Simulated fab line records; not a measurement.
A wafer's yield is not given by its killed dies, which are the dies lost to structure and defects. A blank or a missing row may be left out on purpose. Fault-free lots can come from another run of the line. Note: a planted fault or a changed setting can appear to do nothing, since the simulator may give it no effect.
The same fault as seen by 2 desks || flow sky130 || numbers are kept per desk, each desk with only its own; the story behind them comes last

== THE METROLOGY DESK ==
What the gauges read, lot by lot, whatever tool the lot ran on: means of the sampled wafers that have a number. Marked OUT: a lot whose mean sits more than 4 standard deviations from the usual mean, which makes it out of limits; the brackets give that distance.
Columns: A = VIA4_W_RS at SKY_VIA4_RS_MEAS_19, usual 0.2280 ohm/sq; B = VIA4_W_THK at SKY_VIA4_THK_MEAS_20, usual 491 nm
{"lot": "L676", "first seen here": "day 42 18:57", "A": 0.2265, "B": 488}
{"lot": "L677", "first seen here": "day 43 18:00", "A": 0.2253, "B": 497}
{"lot": "L679", "first seen here": "day 43 19:58", "A": 0.2257, "B": 496}
{"lot": "L680", "first seen here": "day 44 04:16", "A": 0.2265, "B": 495}
{"lot": "L681", "first seen here": "day 44 10:08", "A": 0.2285, "B": 489}
{"lot": "L682", "first seen here": "day 45 01:01", "A": 0.2305, "B": 477}
{"lot": "L683", "first seen here": "day 45 01:01", "A": 0.2304, "B": 487}
{"lot": "L684", "first seen here": "day 45 09:29", "A": 0.2235, "B": 502}
{"lot": "L686", "first seen here": "day 45 18:29", "A": 0.2300, "B": 489}
{"lot": "L685", "first seen here": "day 45 20:02", "A": 0.2287, "B": 498}
{"lot": "L687", "first seen here": "day 45 23:54", "A": 0.2323, "B": 486}
{"lot": "L694", "first seen here": "day 47 16:46", "A": 0.2257, "B": 492}
{"lot": "L697", "first seen here": "day 49 01:50", "A": 0.2287, "B": 485}
This desk's finding: nothing out of limits on any of the 13 lots.

== THE TOOL OWNER'S DESK: pvdSputter-04 ==
At SKY_METAL5_SPUTTER_04 (material TiN, target thk 70 nm, time 58.3 s) the tool's own readings: per lot run on this tool, the mean of the sampled wafers that have a number. Marked OUT: a lot whose mean sits more than 4 standard deviations from the usual mean, which makes it out of limits; the brackets give that distance.
Columns: A = chamberPressurePa at SKY_METAL5_SPUTTER_04, usual 0.3999 Pa; B = throttleValvePct at SKY_METAL5_SPUTTER_04, usual 30.3 %
{"lot": "L680", "first seen here": "day 44 04:49", "A": 0.3993, "B": 30.3}
{"lot": "L681", "first seen here": "day 44 10:50", "A": 0.4003, "B": 29.5}
{"lot": "L682", "first seen here": "day 45 01:34", "A": 0.4003, "B": 30.7}
{"lot": "L684", "first seen here": "day 45 10:05", "A": 0.4006, "B": 30.3}
{"lot": "L687", "first seen here": "day 46 00:27", "A": 0.4000, "B": 29.5}
{"lot": "L694", "first seen here": "day 47 17:20", "A": "0.4108 (+12) OUT", "B": 29.7}
This desk finds L694 out of limits, L694 being first, at day 47 17:20 (chamberPressurePa at SKY_METAL5_SPUTTER_04). Within limits: L680, L681, L682, L684, L687.

== TAKEN TOGETHER ==
An alarm could have come from the tool owner's desk at day 47 17:20, on L694.
Metrology desk: nothing out of limits seen.
The metrology desk has L694 on record, within its limits.
SKY_METAL5_SPUTTER_04 was run on pvdSputter-04 by each of the lots named.

== WHAT THE SIMULATOR PUT IN ==
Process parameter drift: pvdSputter-04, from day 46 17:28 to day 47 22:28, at SKY_METAL5_SPUTTER_04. The setting chamberPressurePa was moved by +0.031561, starting from 0.4. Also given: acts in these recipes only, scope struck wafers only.
Struck lots among those shown: L694.
How many hours passed from the start of the fault until each desk's first out-of-limits reading: the tool owner's desk, 24.
